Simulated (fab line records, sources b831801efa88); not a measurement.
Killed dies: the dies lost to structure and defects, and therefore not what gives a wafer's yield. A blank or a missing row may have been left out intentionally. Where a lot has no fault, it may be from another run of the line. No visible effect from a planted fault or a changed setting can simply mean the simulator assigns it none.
Which tool was responsible?    flow gf180mcu    13 lots with 39 wafers sampled at 5 steps, on a route of 602 steps

WHAT EACH GAUGE READ, for each wafer
GF_HV_LDD_CD_MEAS_46: the cd target is 400 nm.
lot   measured      on         cd nm (nm)
L305  day 12 16:40  cd sem-01  398.5 397.3 395.8
L307  day 13 08:18  cd sem-01  401.6 401.6 402.1
L309  day 13 23:01  cd sem-01  400.0 400.0 401.9
L310  day 14 10:56  cd sem-02  400.5 401.7 403.8
L311  day 14 15:16  cd sem-01  399.7 399.8 398.8
L312  day 15 01:48  cd sem-01  402.2 399.8 400.7
L313  day 15 08:13  cd sem-01  400.1 401.0 403.3
L318  day 17 13:07  cd sem-02  401.9 401.6 400.4
L319  day 17 18:21  cd sem-02  400.9 399.6 397.6
L320  day 17 22:54  cd sem-02  398.5 398.7 399.4
L321  day 18 03:13  cd sem-01  401.7 401.1 399.7
L325  day 19 10:31  cd sem-02  403.1 403.9 403.0
L326  day 19 14:15  cd sem-01  401.4 398.6 395.6

GF_NSD_OVL_MEAS_08.
lot   measured      on          NSD_OVL (nm)
L305  day 13 16:23  overlay-02  0.5 1.6 -0.4
L307  day 14 08:26  overlay-01  1.1 0.3 2.7
L309  day 14 23:11  overlay-02  -0.6 1.0 0.3
L310  day 15 12:30  overlay-01  3.3 4.4 2.6
L311  day 15 17:05  overlay-01  -1.4 0.8 0.8
L312  day 16 04:14  overlay-02  2.3 1.5 1.9
L313  day 16 09:34  overlay-01  1.4 2.7 0.3
L318  day 18 15:49  overlay-02  0.8 -0.8 0.3
L319  day 18 20:56  overlay-01  1.0 2.1 0.4
L320  day 19 01:35  overlay-01  2.1 0.3 1.1
L321  day 19 06:20  overlay-02  1.8 -1.2 -1.0
L325  day 20 13:39  overlay-01  0.5 1.8 1.2
L326  day 20 17:07  overlay-01  0.7 1.3 1.5

GF_SALICIDE_RS_MEAS_04: measures by four-point-probe.
lot   measured      on             SALICIDE_TIN_RS (ohm/sq)
L305  day 15 12:28  film metro-03  16.74 16.89 16.67
L307  day 16 05:15  film metro-04  16.48 16.45 16.34
L309  day 16 20:56  film metro-03  15.80 15.90 15.65
L310  day 17 10:53  film metro-03  8.33 8.28 8.30
L311  day 17 14:31  film metro-04  8.37 8.41 8.46
L312  day 18 02:31  film metro-04  15.79 15.84 15.92
L313  day 18 08:29  film metro-04  8.37 8.38 8.38
L318  day 20 17:08  film metro-04  16.05 16.37 16.14
L319  day 20 22:19  film metro-02  15.88 16.18 16.10
L320  day 21 03:15  film metro-02  15.88 16.07 16.05
L321  day 21 07:44  film metro-03  16.32 16.50 16.46
L325  day 22 14:36  film metro-04  16.66 16.63 16.57
L326  day 22 17:44  film metro-03  16.23 15.88 16.18

WHICH TOOL RAN EACH LOT (tool, then ch and the chambers of the sampled wafers, then the start)
lot   GF_SAB_ETCH_11                      GF_SALICIDE_SPUTTER_02
L305  rie diel-02 ch 0,1,2, day 15 12:04  pvd sputter-04, day 15 12:25
L307  rie diel-04 ch 2,3, day 16 04:52    pvd sputter-02, day 16 05:12
L309  rie diel-04 ch 2,3, day 16 20:31    pvd sputter-01, day 16 20:53
L310  rie diel-02 ch 0,2,3, day 17 10:16  pvd sputter-02, day 17 10:37
L311  rie diel-04 ch 1,2,3, day 17 13:55  pvd sputter-04, day 17 14:16
L312  rie diel-02 ch 0,1, day 18 02:07    pvd sputter-01, day 18 02:28
L313  rie diel-02 ch 0,1,3, day 18 07:52  pvd sputter-02, day 18 08:13
L318  rie diel-02 ch 0,1,2, day 20 16:44  pvd sputter-01, day 20 17:04
L319  rie diel-02 ch 0,1,2, day 20 21:56  pvd sputter-01, day 20 22:16
L320  rie diel-04 ch 0,2,3, day 21 02:51  pvd sputter-02, day 21 03:12
L321  rie diel-02 ch 0,1,2, day 21 07:19  pvd sputter-02, day 21 07:40
L325  rie diel-02 ch 0,1,3, day 22 14:08  pvd sputter-02, day 22 14:31
L326  rie diel-04 ch 0,1,2, day 22 17:21  pvd sputter-01, day 22 17:41
- GF_SAB_ETCH_11: etches SiO2 in C4F8/O2/Ar, target depth 55 nm, time 8.5 s.
- GF_SALICIDE_SPUTTER_02: material Co, target thk 10 nm, time 20 s.

WHAT THE TOOLS THEMSELVES READ (means of the sampled wafers that have a number; where no wafer has one, the mark that the record gives instead)
GF_SAB_ETCH_11.
lot   tool         chamber pressure mTorr (mTorr)  oes product au (a.u.)
L305  rie diel-02  40.00                           0.995
L307  rie diel-04  39.99                           1.002
L309  rie diel-04  39.99                           0.997
L310  rie diel-02  40.00                           0.994
L311  rie diel-04  40.01                           0.992
L312  rie diel-02  40.02                           0.999
L313  rie diel-02  40.01                           0.985
L318  rie diel-02  39.99                           0.999
L319  rie diel-02  40.01                           1.000
L320  rie diel-04  40.01                           0.996
L321  rie diel-02  40.01                           1.003
L325  rie diel-02  40.00                           0.998
L326  rie diel-04  39.97                           0.997

GF_SALICIDE_SPUTTER_02.
lot   tool            cathode dc power W (W)  throttle valve pct (%)
L305  pvd sputter-04  999.98                  29.0
L307  pvd sputter-02  1000.14                 30.9
L309  pvd sputter-01  999.85                  31.2
L310  pvd sputter-02  1000.09                 29.4
L311  pvd sputter-04  999.95                  29.6
L312  pvd sputter-01  1000.08                 31.0
L313  pvd sputter-02  1000.07                 31.1
L318  pvd sputter-01  1000.00                 31.2
L319  pvd sputter-01  999.95                  31.1
L320  pvd sputter-02  1000.10                 29.8
L321  pvd sputter-02  1000.02                 30.8
L325  pvd sputter-02  999.83                  30.2
L326  pvd sputter-01  999.98                  30.9

THE ANSWER, worked out from the rows above alone
Rule: what is usual is taken from the lots themselves. The widest of any qualifying gaps counts: lots, ordered by their means at a reading, are off when they make up no more than a third of the lots, leave a main group of 4 or more, and stand apart from it by 3 or more times the standard deviation of that group's means. Not used: any main group whose means are identical at the precision the tables above print for the reading. Also off: a lot with no number at a reading for which 4 or more lots have one. Where the step has rows for the other lots, those lots are counted as sound. The gauges are gone through in route order, then the tools' own readings, and for those a lot's mean is taken as printed above. The first step at which some lot is off is used, and at that step the reading that is off furthest; a lot without a number counts as furthest.
Off: L310, L311, L313, at GF_SALICIDE_RS_MEAS_04 (SALICIDE_TIN_RS). The main group: mean 16.22 ohm/sq, standard deviation 0.31.
A tool fits if, at a process step before that reading, it ran every lot that is off, and no sound lot after the first of them. Those tools and the gauges at GF_SALICIDE_RS_MEAS_04 are tried in the same way. None of those tried fits.

WHAT HAD BEEN PUT IN BY THE SIMULATOR
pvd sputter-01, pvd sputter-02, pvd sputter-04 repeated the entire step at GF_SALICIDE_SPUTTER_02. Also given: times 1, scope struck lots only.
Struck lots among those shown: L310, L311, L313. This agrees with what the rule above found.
